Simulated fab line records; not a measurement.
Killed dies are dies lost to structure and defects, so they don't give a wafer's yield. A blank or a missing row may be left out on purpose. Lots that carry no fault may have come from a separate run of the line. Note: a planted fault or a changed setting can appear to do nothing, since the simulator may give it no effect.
Which tool was responsible?    flow sky130    route of 708 steps, sampled at 1 step: 7 lots, 21 wafers

== WHAT THE GAUGES READ, wafer by wafer ==
SKY_POLY_CUT_CD_MEAS_08: the cd target is 270 nm.
lot   measured      on        cdNm (nm)
L359  day 25 16:31  cdSem-02  270.5 271.0 270.5
L364  day 27 12:35  cdSem-02  268.4 268.8 270.4
L367  day 28 08:41  cdSem-02  271.0 270.5 270.0
L369  day 29 03:33  cdSem-01  268.5 267.7 269.2
L375  day 30 15:49  cdSem-01  269.1 269.1 269.3
L377  day 31 06:16  cdSem-02  270.3 269.5 270.3
L379  day 31 15:56  cdSem-01  270.5 271.1 272.1

== EACH LOT AND THE TOOL THAT RAN IT (in order: tool; ch and the chambers of the sampled wafers; start) ==
Record: no process step prior to these readings.

== THE ANSWER, worked out from the rows above alone ==
Rule: the lots themselves supply what counts as usual. The widest of any qualifying gaps counts: lots, ordered by their means at a reading, are off when they make up no more than a third of the lots, leave a main group of 4 or more, and stand apart from it by 3 or more times the standard deviation of that group's means. If all means in a main group match to the digits the tables above print for the reading, that group is not used. Also off: a lot with no number at a reading for which 4 or more lots have one. All remaining lots with rows at the step are treated as sound.
None of the lots is off at any reading shown; this tells nothing.

== WHAT HAD BEEN PUT IN BY THE SIMULATOR ==
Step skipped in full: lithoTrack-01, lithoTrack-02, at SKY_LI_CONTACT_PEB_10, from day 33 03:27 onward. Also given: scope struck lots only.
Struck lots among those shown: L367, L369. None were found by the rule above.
